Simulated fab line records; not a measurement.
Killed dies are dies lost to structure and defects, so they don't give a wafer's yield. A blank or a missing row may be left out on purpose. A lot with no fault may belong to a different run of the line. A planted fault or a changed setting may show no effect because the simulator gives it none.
fab line records	flow sky130
record: lots: 11	wafers: 31	last_day: 50
route steps=708 shown LI_CONTACT@384 LOCAL_INTERCONNECT@402 CONTACT@430 METAL1@449 PAD_OPEN@708
lots with no fault: from the same line, run without faults
start_h: hours from the record's opening day to when the first of the lot's shown wafers began	wait_h: hours since the lot's step before	" identical to the entry in the row above	L1.1+2: several wafers, shown together as one row	- value missing, or start not given	* or withheld: withheld	< > ~ a bound
route shown NAME@n: NAME is a module with steps in the file, n the number in the route of the first one	usual: mean/standard deviation taken from wafers without a fault	same: alike in all rows	chamber/n: place in a boat	sites: per-site readings	_std_site: their standard deviation	_edge_site: mean of outer sites minus mean of inner sites	radius_mm: how far each site lies from the wafer's centre	mask NAME#n: copy n	behind: the most recent tool/chamber to have shaped the wafer	hold: the reason the lot was held/the length of the hold in hours/how it ended	device: transistor that didn't switch, given as n, p or np	end of line: tests run on the same wafers once the route is complete	a step with no rows: only its recipe	killed: dies that structure and defects cost at the first sort, which is not the same as the wafer's yield	map: a wafer's dies, marking killed ones x, the rest . and places with no die _
set.NAME: setting as actually run; set.NAME@STEP: the setting as run at that earlier step	model.NAME: the simulator's own value behind a step, which no gauge read
a sample of lots followed through the steps of the route, with each step as a table and each wafer as a row
services: when a tool's chamber went out of use (start_h, in hours from the record's first day, below 0 if earlier), for how many hours, and the reason
== steps ==
step: SKY_LI_CONTACT_RS_MEAS_22
recipe: thk_meas_gauge: four-point-probe	reads: W_of_LI_CONTACT_CVD_21+TiN_of_LI_CONTACT_SPUTTER_20+Ti_of_LI_CONTACT_SPUTTER_19
usual: LI_CONTACT_W_RS: 0.282/0.0035
lot.wafer	tool	chamber	start_h	wait_h	LI_CONTACT_W_RS[ohm/sq]
L956.4	film_metro-02	-	719.97	0.1	0.282
L956.5	"	-	"	"	0.285
L956.6	"	-	"	"	0.282
L957.1	film_metro-01	-	738.67	0.1	0.279
L957.3	"	-	"	"	0.283
L957.6	"	-	"	"	0.276
L960.1	film_metro-01	-	748.66	0.1	0.283
L960.2	"	-	"	"	0.279
L960.3	"	-	"	"	0.283
L962.2	film_metro-01	-	770.41	0.1	0.286
L962.4	"	-	"	"	0.288
L962.6	"	-	"	"	0.288
L963.1	film_metro-01	-	775.82	0.1	0.285
L963.4	"	-	"	"	0.284
L963.6	"	-	"	"	0.283
L964.1	film_metro-04	-	785.00	0.2	0.282
L964.4	"	-	"	"	0.283
L964.5	"	-	"	"	0.283
L965.4	film_metro-04	-	802.43	0.1	0.281
L967.3	film_metro-02	-	805.16	0.1	0.283
L967.4	"	-	"	"	0.285
L967.5	"	-	"	"	0.283
L970.1	film_metro-04	-	822.95	0.1	0.287
L970.3	"	-	"	"	0.285
L970.6	"	-	"	"	0.278
L973.2	film_metro-02	-	849.71	0.1	0.282
L973.3	"	-	"	"	0.280
L973.4	"	-	"	"	0.280
L974.1	film_metro-02	-	856.60	0.1	0.281
L974.4	"	-	"	"	0.284
L974.5	"	-	"	"	0.286
step: SKY_LOCAL_INTERCONNECT_STRIP_15
recipe: chemistry: O2/N2	power_w: 1400	pressure_mtorr: 1500	platen_temp_c: withheld	o2_flow_sccm: 3000	n2_flow_sccm: 300	overash_fraction: 0.5
usual: chamber_pressure_mTorr: 1499.9/1.5	drypump_motor_current_A: 5.9/0.5	oes_product_au: 0.427/0.0053	strip_time_to_endpoint_s: 4.730/0.026
lot.wafer	tool	chamber	start_h	wait_h	chamber_pressure_mTorr	drypump_motor_current_A	oes_product_au	rf_hours_counter_h	strip_time_to_endpoint_s
L956.4	plasma_asher-02	0	748.75	0.1	1498.9	5.2	0.421	-	4.703
L956.5	"	1	"	"	1500.5	5.2	0.423	-	4.699
L956.6	"	0	"	"	1498.0	5.1	0.419	-	4.722
L957.1	plasma_asher-01	0	766.25	0.0	1499.9	5.3	0.427	90	4.730
L957.3	"	0	"	"	1499.0	5.3	0.430	-	4.703
L957.6	"	0	"	"	1498.3	5.3	0.424	-	4.730
L960.1	plasma_asher-01	0	777.04	0.0	1496.5	5.2	0.431	91	4.707
L960.2	"	1	"	"	1499.2	6.4	0.427	91	4.700
L960.3	"	1	"	"	1500.7	6.4	0.422	-	4.685
L962.2	plasma_asher-04	0	800.39	0.0	1500.1	6.4	0.428	38	4.709
L962.4	"	0	"	"	1496.6	6.3	0.426	-	4.741
L962.6	"	1	"	"	1498.9	6.0	0.422	-	4.704
L963.1	plasma_asher-04	1	804.35	0.0	1501.2	6.0	0.425	39	4.733
L963.4	"	0	"	"	1498.3	6.4	0.428	-	4.762
L963.6	"	0	"	"	1500.6	6.4	0.417	-	4.729
L964.1	plasma_asher-01	0	812.80	0.0	1498.1	5.3	0.425	95	4.752
L964.4	"	1	"	"	1500.9	6.3	0.420	-	4.743
L964.5	"	1	"	"	1501.0	6.3	0.425	-	4.761
L965.4	plasma_asher-02	1	830.27	0.1	1498.2	5.2	0.419	-	4.735
L967.3	plasma_asher-02	1	832.94	0.1	1500.7	5.2	0.433	-	4.738
L967.4	"	0	"	"	1498.9	5.2	0.425	-	4.725
L967.5	"	1	"	"	1498.0	5.2	0.419	-	4.723
L970.1	plasma_asher-04	1	850.60	0.0	1499.1	6.1	0.431	43	4.722
L970.3	"	1	"	"	1501.1	6.1	0.424	-	4.707
L970.6	"	1	"	"	1498.8	6.0	0.433	-	4.697
L973.2	plasma_asher-04	0	877.51	0.0	1500.6	6.4	0.425	46	4.694
L973.3	"	0	"	"	1499.2	6.4	0.421	-	4.699
L973.4	"	1	"	"	1498.3	6.0	0.421	-	4.706
L974.1	plasma_asher-01	0	883.15	0.0	1501.2	5.3	0.425	102	4.726
L974.4	"	1	"	"	1500.4	6.4	0.421	-	4.740
L974.5	"	0	"	"	1498.5	5.3	0.417	-	4.716
step: SKY_CONTACT_CVD_24
recipe: material: W	target_thk_nm: 340	time_s: 102.12	temp_c: 400	pressure_torr: 40
usual: heater_power_w: 848/82	susceptor_temp_C: 399.94/0.24
lot.wafer	tool	chamber	start_h	wait_h	heater_power_w	susceptor_temp_C
L956.4	cvd_w-02	1	778.78	0.1	755	400.11
L956.5	"	0	"	"	838	400.36
L956.6	"	1	"	"	759	400.21
L957.1	cvd_w-02	0	796.50	0.0	879	399.69
L957.3	"	0	"	"	871	400.04
L957.6	"	0	"	"	876	400.00
L960.1	cvd_w-01	0	807.19	0.0	970	399.81
L960.2	"	1	"	"	813	400.67
L960.3	"	0	"	"	968	399.76
L962.2	cvd_w-02	1	829.32	0.0	765	399.92
L962.4	"	0	"	"	855	399.90
L962.6	"	0	"	"	853	400.00
L963.1	cvd_w-02	1	833.23	0.0	749	399.89
L963.4	"	1	"	"	763	400.27
L963.6	"	1	"	"	769	400.01
L964.1	cvd_w-01	1	842.21	0.0	779	399.63
L964.4	"	1	"	"	788	399.42
L964.5	"	1	"	"	802	399.84
L965.4	cvd_w-02	0	859.71	0.1	889	399.96
L967.3	cvd_w-02	1	862.06	0.1	754	400.05
L967.4	"	0	"	"	871	400.11
L967.5	"	1	"	"	771	399.82
L970.1	cvd_w-01	0	879.67	0.0	983	399.71
L970.3	"	1	"	"	777	399.96
L970.6	"	1	"	"	805	400.01
L973.2	cvd_w-01	0	905.99	0.0	987	399.49
L973.3	"	0	"	"	967	399.51
L973.4	"	1	"	"	818	399.79
L974.1	cvd_w-01	1	911.36	0.0	807	399.96
L974.4	"	0	"	"	965	399.84
L974.5	"	1	"	"	797	400.01
step: SKY_CONTACT_RS_MEAS_25
recipe: thk_meas_gauge: four-point-probe	reads: W_of_CONTACT_CVD_24+TiN_of_CONTACT_SPUTTER_23
usual: CONTACT_W_RS: 0.341/0.0041
lot.wafer	tool	chamber	start_h	wait_h	CONTACT_W_RS[ohm/sq]
L956.4	film_metro-04	-	778.91	0.1	0.344
L956.5	"	-	"	"	0.340
L956.6	"	-	"	"	0.344
L957.1	film_metro-04	-	796.61	0.1	0.336
L957.3	"	-	"	"	0.336
L957.6	"	-	"	"	0.334
L960.1	film_metro-04	-	807.30	0.1	0.344
L960.2	"	-	"	"	0.341
L960.3	"	-	"	"	0.339
L962.2	film_metro-04	-	829.45	0.1	0.347
L962.4	"	-	"	"	0.339
L962.6	"	-	"	"	0.342
L963.1	film_metro-01	-	833.34	0.1	0.349
L963.4	"	-	"	"	0.352
L963.6	"	-	"	"	0.352
L964.1	film_metro-01	-	842.43	0.2	0.328
L964.4	"	-	"	"	0.332
L964.5	"	-	"	"	0.335
L965.4	film_metro-01	-	859.84	0.1	0.480
L967.3	film_metro-04	-	862.17	0.1	0.345
L967.4	"	-	"	"	0.479
L967.5	"	-	"	"	0.346
L970.1	film_metro-04	-	879.78	0.1	0.345
L970.3	"	-	"	"	0.338
L970.6	"	-	"	"	0.341
L973.2	film_metro-03	-	906.12	0.1	0.345
L973.3	"	-	"	"	0.343
L973.4	"	-	"	"	0.342
L974.1	film_metro-03	-	911.47	0.1	0.340
L974.4	"	-	"	"	0.342
L974.5	"	-	"	"	0.341
step: SKY_CONTACT_THK_MEAS_26
recipe: thk_meas_gauge: xrf	reads: W_of_CONTACT_CVD_24
usual: CONTACT_W_THK: 345/5.6
lot.wafer	tool	chamber	start_h	wait_h	CONTACT_W_THK[nm]
L956.4	film_metro-04	-	779.00	0.1	348
L956.5	"	-	"	"	353
L956.6	"	-	"	"	349
L957.1	film_metro-04	-	796.73	0.1	355
L957.3	"	-	"	"	355
L957.6	"	-	"	"	357
L960.1	film_metro-04	-	807.42	0.1	345
L960.2	"	-	"	"	347
L960.3	"	-	"	"	354
L962.2	film_metro-04	-	829.56	0.1	343
L962.4	"	-	"	"	352
L962.6	"	-	"	"	351
L963.1	film_metro-01	-	833.46	0.1	331
L963.4	"	-	"	"	331
L963.6	"	-	"	"	331
L964.1	film_metro-01	-	842.55	0.1	354
L964.4	"	-	"	"	349
L964.5	"	-	"	"	348
L965.4	film_metro-01	-	859.93	0.1	243
L967.3	film_metro-04	-	862.27	0.1	344
L967.4	"	-	"	"	247
L967.5	"	-	"	"	344
L970.1	film_metro-04	-	879.90	0.1	347
L970.3	"	-	"	"	356
L970.6	"	-	"	"	349
L973.2	film_metro-03	-	906.23	0.1	339
L973.3	"	-	"	"	337
L973.4	"	-	"	"	339
L974.1	film_metro-03	-	911.59	0.1	340
L974.4	"	-	"	"	340
L974.5	"	-	"	"	340
step: SKY_CONTACT_CMP_27
recipe: stop_on: SiO2	t_overpolish_s: 15	down_force_psi: 3.5	platen_rpm: 60	target_thk_nm: 0	pad_velocity_m_s: 0.94248
usual: head_pressure_psi: 3.500/0.0082	motor_current_A: 10.9/1.2	time_to_endpoint_s: 82/4.4
lot.wafer	tool	chamber	start_h	wait_h	head_pressure_psi	motor_current_A	time_to_endpoint_s
L956.4	cmp-01	0	779.08	0.1	3.493	13.6	81
L956.5	"	3	"	"	3.505	10.5	85
L956.6	"	0	"	"	3.487	13.0	87
L957.3	cmp-02	0	796.79	0.0	3.496	9.1	79
L957.1	"	1	"	"	3.516	10.8	81
L957.6	"	1	"	"	3.503	10.9	76
L960.1	cmp-02	3	807.48	0.1	3.498	10.6	84
L960.2	"	0	"	"	3.497	9.1	76
L960.3	"	1	"	"	3.496	11.3	80
L962.2	cmp-01	1	829.66	0.1	3.511	10.9	78
L962.4	"	2	"	"	3.511	10.4	76
L962.6	"	0	"	"	3.489	12.6	80
L963.4	cmp-01	3	833.52	0.0	3.512	10.4	82
L963.1	"	2	"	"	3.509	10.6	76
L963.6	"	0	"	"	3.498	13.8	80
L964.1	cmp-02	2	842.61	0.1	3.482	10.7	84
L964.4	"	3	"	"	3.501	10.8	85
L964.5	"	2	"	"	3.497	11.5	85
L965.4	cmp-02	1	860.14	0.2	3.478	11.2	51
L967.4	cmp-01	2	862.31	0.0	3.494	10.7	60
L967.3	"	1	"	"	3.485	11.1	75
L967.5	"	2	"	"	3.496	10.0	80
L970.3	cmp-01	1	880.01	0.1	3.493	11.2	83
L970.1	"	2	"	"	3.499	10.3	80
L970.6	"	1	"	"	3.507	11.0	81
L973.2	cmp-02	1	906.28	0.0	3.490	10.9	79
L973.4	"	2	"	"	3.493	11.2	89
L973.3	"	0	"	"	3.514	9.2	80
L974.4	cmp-02	1	911.65	0.0	3.502	11.2	80
L974.1	"	3	"	"	3.515	11.2	87
L974.5	"	1	"	"	3.506	10.7	80
step: SKY_METAL1_CD_MEAS_15
recipe: target_cd_nm: 140
usual: cd_nm: 140.4/1.6
lot.wafer	tool	chamber	start_h	wait_h	cd_nm
L956.4	cd_sem-01	-	806.99	-	142.1
L956.5	"	-	"	"	141.4
L956.6	"	-	"	"	142.7
L957.1	cd_sem-01	-	824.21	-	140.1
L957.3	"	-	"	"	141.1
L957.6	"	-	"	"	142.3
L960.1	cd_sem-01	-	834.29	-	138.8
L960.2	"	-	"	"	140.1
L960.3	"	-	"	"	141.5
L962.2	cd_sem-02	-	856.91	-	139.0
L962.4	"	-	"	"	139.3
L962.6	"	-	"	"	139.7
L963.1	cd_sem-01	-	861.06	-	139.8
L963.4	"	-	"	"	142.1
L963.6	"	-	"	"	142.1
L964.1	cd_sem-01	-	869.68	-	140.5
L964.4	"	-	"	"	140.1
L964.5	"	-	"	"	141.4
L965.4	cd_sem-01	-	887.92	-	141.6
L967.3	cd_sem-01	-	889.42	-	141.0
L967.4	"	-	"	"	138.9
L967.5	"	-	"	"	140.1
L970.1	cd_sem-01	-	906.88	-	139.7
L970.3	"	-	"	"	138.3
L970.6	"	-	"	"	139.5
L973.2	cd_sem-02	-	932.45	-	141.7
L973.3	"	-	"	"	140.7
L973.4	"	-	"	"	140.0
L974.1	cd_sem-01	-	936.86	-	140.2
L974.4	"	-	"	"	141.2
L974.5	"	-	"	"	141.5
step: SKY_PAD_OPEN_PROBE_99
usual: killed_at_M0_to_M3: 43/6.8	killed_at_M4_up: 3.2/2	killed_at_contacts: 24/5.3	killed_at_front_end: 16/4.4	killed_at_other: 0.3/0.54	killed_dies: 86/9.4	killed_open: 48/6.6	killed_short: 38/6.5
same: gross_dies: 492	killed_at_back_side: 0
lot.wafer	tool	chamber	start_h	wait_h	killed_at_M0_to_M3	killed_at_M4_up	killed_at_contacts	killed_at_front_end	killed_at_other	killed_dies	killed_open	killed_short
L963.1	prober-01	-	1155.68	0.1	39	3	21	7	0	70	40	30
L963.4	prober-01	-	1155.83	0.2	37	3	29	20	0	89	42	47
L963.6	prober-01	-	1155.93	0.2	35	1	24	15	0	75	40	34
L970.1	prober-02	-	1189.91	0.1	37	6	30	10	1	84	41	43
L970.3	prober-02	-	1190.01	0.2	44	4	27	19	0	94	54	40
L970.6	prober-02	-	1190.16	0.2	39	1	28	19	1	88	49	39
killed by level:class
L963.1 VIA2:geometric_particle:open=9 CONTACT:geometric_particle:open=9 VIA3:geometric_particle:open=6 CONTACT:geometric_particle:short=5 METAL1:geometric_particle:short=5 VIA1:geometric_particle:open=5 VIA2:geometric_particle:short=5 VIA3:geometric_particle:short=4
L963.4 CONTACT:geometric_particle:open=11 FIELD_ISO:geometric_particle:short=10 VIA1:geometric_particle:open=9 VIA2:geometric_particle:open=9 VIA1:geometric_particle:short=7 LOCAL_INTERCONNECT:geometric_particle:short=5 CONTACT:geometric_particle:short=5 POLY_GATE:geometric_particle:open=4
L963.6 CONTACT:geometric_particle:open=8 LI_CONTACT:geometric_particle:open=7 VIA2:geometric_particle:open=7 POLY_GATE:geometric_particle:open=6 METAL1:geometric_particle:short=6 METAL2:geometric_particle:short=5 CONTACT:geometric_particle:short=4 METAL1:geometric_particle:open=4
L970.1 VIA1:geometric_particle:short=9 CONTACT:geometric_particle:open=9 LOCAL_INTERCONNECT:geometric_particle:short=7 METAL2:geometric_particle:short=6 CONTACT:geometric_particle:short=6 VIA1:geometric_particle:open=6 POLY_GATE:geometric_particle:open=5 LI_CONTACT:geometric_particle:open=5
L970.3 VIA1:geometric_particle:open=14 CONTACT:geometric_particle:open=12 VIA3:geometric_particle:open=8 POLY_GATE:geometric_particle:short=5 VIA2:geometric_particle:short=5 LI_CONTACT:geometric_particle:short=4 POLY_GATE:geometric_particle:open=4 LI_CONTACT:geometric_particle:open=4
L970.6 CONTACT:geometric_particle:short=10 CONTACT:geometric_particle:open=9 VIA1:geometric_particle:open=9 METAL3:geometric_particle:short=8 LI_CONTACT:geometric_particle:open=7 POLY_GATE:geometric_particle:open=5 VIA3:geometric_particle:open=5 VIA2:geometric_particle:open=5
== services ==
tool	chamber	start_h	hours	kind
cvd_w-02	0	727.03	5.5	repair
cmp-02	-	733.95	2.6	repair
cmp-02	-	740.93	1.0	repair
cmp-01	-	747.61	25.7	repair
cmp-02	-	751.87	4.0	pm
cmp-02	-	755.87	-	consumable_replace:conditioner
cmp-02	-	755.87	-	consumable_replace:pad
cmp-02	-	762.64	0.6	repair
plasma_asher-04	-	763.39	1.6	repair
cmp-02	-	768.50	2.5	repair
plasma_asher-01	-	774.00	2.9	repair
cvd_w-02	-	781.67	0.4	repair
cvd_w-01	1	783.09	7.0	repair
cvd_w-01	-	788.95	0.7	repair
plasma_asher-02	-	797.69	3.7	repair
cmp-02	-	798.65	2.1	repair
cmp-01	-	809.50	5.1	pm
cvd_w-01	0	836.55	12.3	repair
cmp-02	-	838.63	3.8	pm
cmp-01	-	847.83	5.3	repair
plasma_asher-02	-	879.25	14.6	pm
plasma_asher-02	-	900.74	1.3	repair
cvd_w-01	-	901.81	0.3	repair
cvd_w-02	-	904.00	14.0	pm
== key ==
first_sign: step: SKY_CONTACT_RS_MEAS_25	reading: CONTACT_W_RS	direction: up	sigmas: 34	usual: 0.341	struck: 0.479
effect: step: SKY_CONTACT_THK_MEAS_26	reading: CONTACT_W_THK	direction: down	sigmas: 18	usual: 345	struck: 245
effect: step: SKY_CONTACT_CMP_27	reading: time_to_endpoint_s	direction: down	sigmas: 6	usual: *	struck: *
met_at SKY_CONTACT_CVD_24
struck_lots L965,L967
struck_wafers L965.4,L967.4
rows_end L965.4
tester_left_out L967
not_acting_at SKY_LI_CONTACT_RS_MEAS_22,SKY_LOCAL_INTERCONNECT_STRIP_15,SKY_METAL1_CD_MEAS_15
onset_between 829.32 859.71
fault: kind: process_parameter_drift	tool: cvd_w-02	chamber: 0	onset_h: 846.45	steps: SKY_CONTACT_CVD_24	channel: target_thk_nm	offset: -100.23	shape: step	end_h: 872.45	acts_in: these_recipes_only	stated: 340
tester_left_out: of these lots the tester's yield and bins aren't shown, on N5 and GAA mostly nor the transistor test; their killed dies are dies lost to structure and defects alone, not to doping, threshold or leakage, so they don't give the yield
rows_end: these wafers met a further fault down the route, and their rows from its step on are left out
